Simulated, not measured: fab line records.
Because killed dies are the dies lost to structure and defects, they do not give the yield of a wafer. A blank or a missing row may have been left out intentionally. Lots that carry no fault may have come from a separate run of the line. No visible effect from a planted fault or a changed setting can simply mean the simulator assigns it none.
Struck lot and sound lot, side by side / flow sky130 / 19 out of 708 route steps
Sound: wafers L760.1, L760.2, L760.6. Wafers L780.1, L780.4, L780.6 were the ones struck. Last of all comes the cause.
Each step with rows lists, per side, the tool, then ch with its chambers, then its first start. Under that, the readings that differ: sound wafers / struck wafers / difference of the means / sigmas: that difference in standard deviations of wafers without a fault.
alike: readings whose means differ by less than 2 such deviations, and words and numbers that are the same on both sides. not compared: withheld readings, readings that some wafer has no value for, bounds like >300 that may hide the same value, and numbers for which the record gives no deviation and whose values overlap.
A row with sigmas, a row that says differs or no value, or rows on one side alone: a step with any of these is where the two part. Numbers that don't overlap but have no deviation are shown without sigmas and don't part them. A reading that every wafer of one side lacks parts them only if that side has two wafers or more.

first, 5 steps without rows for these wafers: SKY_VIA1_ETCH_15 (etches SiO2 in C4F8/O2/Ar, stops on TiN, target depth 351 nm, time 54 s); SKY_VIA1_STRIP_16 (strips in O2/N2); SKY_VIA1_STRIP_17 (strips in post etch residue remover, time 1200 s); SKY_VIA1_CLEAN_18 (cleans in IPA, time 180 s); SKY_VIA1_CLEAN_19 (cleans in O3/DIW).
SKY_VIA1_SPUTTER_20: material TiN, target thk 20 nm, time 80 s.
  sound: pvd-sputter-01 at day 34 15:07; struck: pvd-sputter-03 at day 40 14:26
  alike: chamber-pressure-pa, throttle-valve-pct
SKY_VIA1_CVD_21: deposits W, target thk 270 nm, time 80.902 s.
  sound on cvd-w-02 ch 0,1, day 34 15:10; struck on cvd-w-02 ch 0,1, day 40 14:30
  alike: heater-power-w
SKY_VIA1_RS_MEAS_22: uses a four-point probe to measure.
  sound: film-metro-02 at day 34 15:16; struck: film-metro-01 at day 40 14:35
  alike: VIA1_W_RS
SKY_VIA1_THK_MEAS_23: measures by xrf.
  sound: film-metro-02 at day 34 15:23; struck: film-metro-01 at day 40 14:43
  alike: VIA1_W_THK
then, 1 step without rows for these wafers: SKY_VIA1_CMP_24 (polishes, stops on SiO2, t overpolish 15 s, target thk 0 nm).
SKY_METAL2_SPUTTER_00: material Ti, target thk 15 nm, time 10 s.
  sound: pvd-sputter-03 at day 34 15:44; struck: pvd-sputter-02 at day 40 15:04
  alike: chamber-pressure-pa, throttle-valve-pct
then, 1 step without rows for these wafers: SKY_METAL2_SPUTTER_01 (material TiN, target thk 20 nm, time 16.7 s).
SKY_METAL2_SPUTTER_02: material AlCu, target thk 250 nm, time 13.3 s.
  sound: pvd-sputter-03 at day 34 15:47; struck: pvd-sputter-02 at day 40 15:07
reading=chamber-pressure-pa (Pa); sound=0.4002 0.3987 0.4008; struck=0.3240 0.3243 0.3230; difference=-0.0761; sigmas=-99
reading=throttle-valve-pct (%); sound=31.5 29.9 32.0; struck=33.8 34.2 33.7; difference=+2.8; sigmas=+3
reading=model.AlCu_of_METAL2_SPUTTER_02.thk-nm (nm); sound=244.7 242.6 243.3; struck=259.3 259.2 260.3; difference=+16.1; sigmas=
SKY_METAL2_SPUTTER_03: material Ti, target thk 5 nm, time 3.3 s.
  sound: pvd-sputter-03 at day 34 15:49; struck: pvd-sputter-02 at day 40 15:08
  alike: chamber-pressure-pa, throttle-valve-pct
SKY_METAL2_SPUTTER_04: material TiN, target thk 70 nm, time 58.3 s.
  sound: pvd-sputter-03 at day 34 15:50; struck: pvd-sputter-02 at day 40 15:10
  alike: chamber-pressure-pa, throttle-valve-pct
SKY_METAL2_RS_MEAS_05: uses a four-point probe to measure.
  sound: film-metro-01 at day 34 15:53; struck: film-metro-01 at day 40 15:13
reading=METAL2_ALCU_RS (ohm/sq); sound=0.1296 0.1308 0.1305; struck=0.1205 0.1204 0.1202; difference=-0.0099; sigmas=-7
SKY_METAL2_THK_MEAS_06: measures by xrf.
  sound: film-metro-01 at day 34 16:00; struck: film-metro-01 at day 40 15:20
reading=METAL2_ALCU_THK (nm); sound=248 246 246; struck=261 262 264; difference=+16; sigmas=+5
then, 1 step without rows for these wafers: SKY_METAL2_DEHYDRATE_07 (time 60 s).
-- the record jumps here: 10 days lie between the struck wafers' starts before and after (it left off in module METAL2 and takes up again in module PAD_OPEN, whose first step shown is number 708 of the route) --
SKY_PAD_OPEN_PROBE_99:
  sound: prober-01 at day 46 07:54; struck: prober-01 at day 50 15:14
reading=model.etest.met2.line-ohm-um; sound=0.8952 0.9556 0.9545; struck=0.8699 0.8423 0.8711; difference=-0.0740; sigmas=
reading=model.etest.met2.rs-ohm-sq; sound=0.1308 0.1311 0.1307; struck=0.1232 0.1219 0.1229; difference=-0.0082; sigmas=
  alike: defect-limited-yield, killed_at_M0_to_M3, killed_at_M4_up, killed-at-contacts, killed-at-front-end, killed-at-other, killed-dies, killed-open, killed-short, sort_bin_3_pad_short, sort_bin_5_function, sort_bin_6_memory, sort-n-pass, sort-yield-pct

## WHERE THEY PART
Earliest at SKY_METAL2_SPUTTER_02; latest, in this record, at SKY_METAL2_THK_MEAS_06. Later steps at which nothing parts them and some readings are alike: SKY_PAD_OPEN_PROBE_99.

WHY: whatever the simulator had introduced
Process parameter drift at SKY_METAL2_SPUTTER_02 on pvd-sputter-02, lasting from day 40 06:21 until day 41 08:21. The setting chamber-pressure-pa was moved by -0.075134, starting from 0.4. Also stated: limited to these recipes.
